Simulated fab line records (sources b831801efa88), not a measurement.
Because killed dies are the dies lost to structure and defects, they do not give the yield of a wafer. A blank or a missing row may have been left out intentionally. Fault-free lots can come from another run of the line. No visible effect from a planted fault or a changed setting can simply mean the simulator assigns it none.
Struck lot and sound lot, side by side -- flow sky130 -- 30 steps out of a route of 708
Sound: wafers L487.1, L487.2, L487.6. Wafers L498.1, L498.2, L498.5 were the ones struck. The cause comes at the end.
Each step with rows lists, per side, the tool, then ch with its chambers, then its first start. Under that, the readings that differ: sound wafers -- struck wafers -- difference of the means -- sigmas: that difference in standard deviations of wafers without a fault.
alike: a reading whose means differ by less than 2 such deviations, as well as words and numbers matching on both sides. not compared: withheld readings; readings where some wafer has no value; bounds like >300 that might hide an equal value; numbers whose values overlap and for which the record gives no deviation.
Wherever a step has rows on one side only, a row that says differs or no value, or a row with sigmas, the two part there. Numbers that don't overlap but have no deviation are shown without sigmas and don't part them. A reading that every wafer of one side lacks parts them only if that side has two wafers or more.

first, 9 steps without rows for these wafers: SKY_SD_P_IMPLANT_09; SKY_SD_P_STRIP_10 (strips in O2/N2); SKY_RES_XHIGH_DEHYDRATE_00 (time 60 s); SKY_RES_XHIGH_HMDS_01 (prime time 60 s); SKY_RES_XHIGH_COAT_02 (resist thk 1140 nm); SKY_RES_XHIGH_SOFTBAKE_03 (time 60 s); SKY_RES_XHIGH_EXPOSE_04 (exposes mask URPM, target cd 1270 nm); SKY_RES_XHIGH_PEB_05; SKY_RES_XHIGH_DEVELOP_06 (develop time 60 s).
SKY_RES_XHIGH_IMPLANT_07:
  sound on implanter-02 ch 0, day 29 03:04; struck on implanter-02 ch 0, day 32 12:46
  alike: end-station-pressure-torr, faraday-current-uA
then, 19 steps without rows for these wafers: SKY_RES_XHIGH_STRIP_08 (strips in O2/N2); SKY_SD_N_DEHYDRATE_00 (time 60 s); SKY_SD_N_HMDS_01 (prime time 60 s); SKY_SD_N_COAT_02 (resist thk 1140 nm); SKY_SD_N_SOFTBAKE_03 (time 60 s); SKY_SD_N_EXPOSE_04 (exposes mask NSDM, target cd 380 nm); SKY_SD_N_PEB_05; SKY_SD_N_DEVELOP_06 (develop time 60 s); SKY_SD_N_IMPLANT_09; SKY_SD_N_IMPLANT_10; SKY_SD_N_STRIP_11 (strips in O2/N2); SKY_SD_N_CLEAN_13 (cleans in SC1/SC2, time 150 s); SKY_SD_N_RTA_14 (time 2 s); SKY_SALICIDE_CLEAN_00 (cleans in HF-last, time 30 s); SKY_LI_CONTACT_HDPCVD_00 (deposits PSG, target thk 930 nm, time 155 s); SKY_LI_CONTACT_CMP_02 (polishes PSG); SKY_LI_CONTACT_DEHYDRATE_04 (time 60 s); SKY_LI_CONTACT_HMDS_05 (prime time 60 s); SKY_LI_CONTACT_COAT_06 (resist thk 60 nm).
-- a jump in the record: the struck wafers' starts before and after are 17 days apart (it breaks off in module LI_CONTACT and resumes in module PAD_OPEN, where the first step shown is number 708 of the route) --
SKY_PAD_OPEN_PROBE_99:
  sound: prober-01 at day 47 13:24; struck: prober-02 at day 49 19:20
reading,sound,struck,difference,sigmas
model.etest.diode-nwell-sub.leak-log10-a-cm2,-7.202 -7.577 -7.576,-6.73 -7.05 -6.661,+0.64,
model.etest.diode-dnwell-sub.leak-log10-a-cm2,-7.501 -7.432 -7.37,-6.755 -6.615 -6.681,+0.751,
model.etest.diode-pwell-dnwell.leak-log10-a-cm2,-7.54 -7.428 -7.843,-7.053 -7.122 -7.036,+0.533,
  alike: killed_at_M0_to_M3, killed_at_M4_up, killed-at-contacts, killed-at-front-end, killed-at-other, killed-dies, killed-open, killed-short
  not compared: model.etest.nfet_16v.off-log10-a-um

== WHERE THEY PART ==
Nowhere in this record.

WHY: what the simulator had put in
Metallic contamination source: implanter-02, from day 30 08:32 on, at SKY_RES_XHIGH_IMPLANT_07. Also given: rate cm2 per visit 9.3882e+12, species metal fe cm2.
